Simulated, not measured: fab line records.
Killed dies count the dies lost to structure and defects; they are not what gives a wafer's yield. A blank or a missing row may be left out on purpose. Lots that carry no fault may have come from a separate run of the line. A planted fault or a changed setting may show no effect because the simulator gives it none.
A single fault, viewed from 2 desks | flow gf180mcu | numbers are kept per desk, each desk with only its own; the story behind them comes last

## METROLOGY DESK
What the gauges read for every lot (on any tool): the sampled wafers with a number, averaged. The brackets show how far a lot's mean lies from the usual mean; more than 4 standard deviations puts the lot out of limits, marked OUT.
Columns: A = V3_W_RS at GF_V3_RS_MEAS_24, usual 0.329 ohm/sq; B = cd_nm at GF_M5_CD_MEAS_07, usual 279.8 nm
lot  | first seen here | A     | B
L917 | day 22 20:15    | 0.330 | 280.1
L918 | day 23 01:43    | 0.331 | 279.8
L919 | day 23 06:54    | 0.332 | 280.5
L920 | day 23 23:55    | 0.328 | 280.2
L921 | day 24 05:50    | 0.330 | 280.8
L922 | day 25 02:26    | 0.329 | 278.9
L923 | day 25 06:40    | 0.332 | 277.8
L924 | day 25 12:48    | 0.334 | 279.1
L928 | day 26 13:11    | 0.332 | 278.3
L930 | day 26 20:50    | 0.326 | 279.9
L936 | day 29 00:50    | 0.326 | 279.3
L938 | day 29 07:17    | 0.325 | 279.3
L939 | day 29 15:32    | 0.328 | 279.9
L940 | day 29 21:46    | 0.333 | 278.8
This desk found nothing out of limits on any of the 14 lots.

## AT THE TOOL OWNER'S DESK: litho_track-02
The tool's own readings at GF_M4_DEHYDRATE_07 (time 60 s): means of the sampled wafers that have a number, for each lot that ran on this tool. The brackets show how far a lot's mean lies from the usual mean; more than 4 standard deviations puts the lot out of limits, marked OUT.
Columns: A = heater_power_total_W at GF_M4_DEHYDRATE_07, usual 160.36 W; B = plate_temp_C at GF_M4_DEHYDRATE_07, usual 199.99 C
lot  | first seen here | A                | B
L917 | day 23 07:34    | 160.39           | 200.25
L919 | day 23 18:41    | 160.21           | 200.07
L920 | day 24 11:14    | 160.45           | 200.05
L924 | day 26 00:01    | 160.38           | 199.88
L928 | day 26 23:13    | 168.70 (+69) OUT | 208.38 (+49) OUT
L930 | day 27 07:53    | 168.80 (+70) OUT | 208.13 (+48) OUT
L938 | day 29 17:29    | 160.31           | 199.96
L940 | day 30 07:41    | 160.33           | 200.10
This desk's finding: out of limits on L928, L930; first on L928, day 26 23:13 (heater_power_total_W at GF_M4_DEHYDRATE_07). L917, L919, L920, L924, L938, L940 stayed within limits.

## TAKEN TOGETHER
The tool owner's desk could have raised an alarm at day 26 23:13, on L928, L930.
From the metrology desk's view, nothing was out of limits.
The metrology desk holds a record of L928, L930, inside its limits.
All the named lots went through GF_M4_DEHYDRATE_07 on litho_track-02.

## WHAT THE SIMULATOR PUT IN
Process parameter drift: litho_track-02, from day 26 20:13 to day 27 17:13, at GF_M4_DEHYDRATE_07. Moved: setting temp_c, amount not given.
Lots struck among those shown: L928, L930.
Delay in hours, fault start to first out-of-limits reading, by desk: the tool owner's desk at 3.
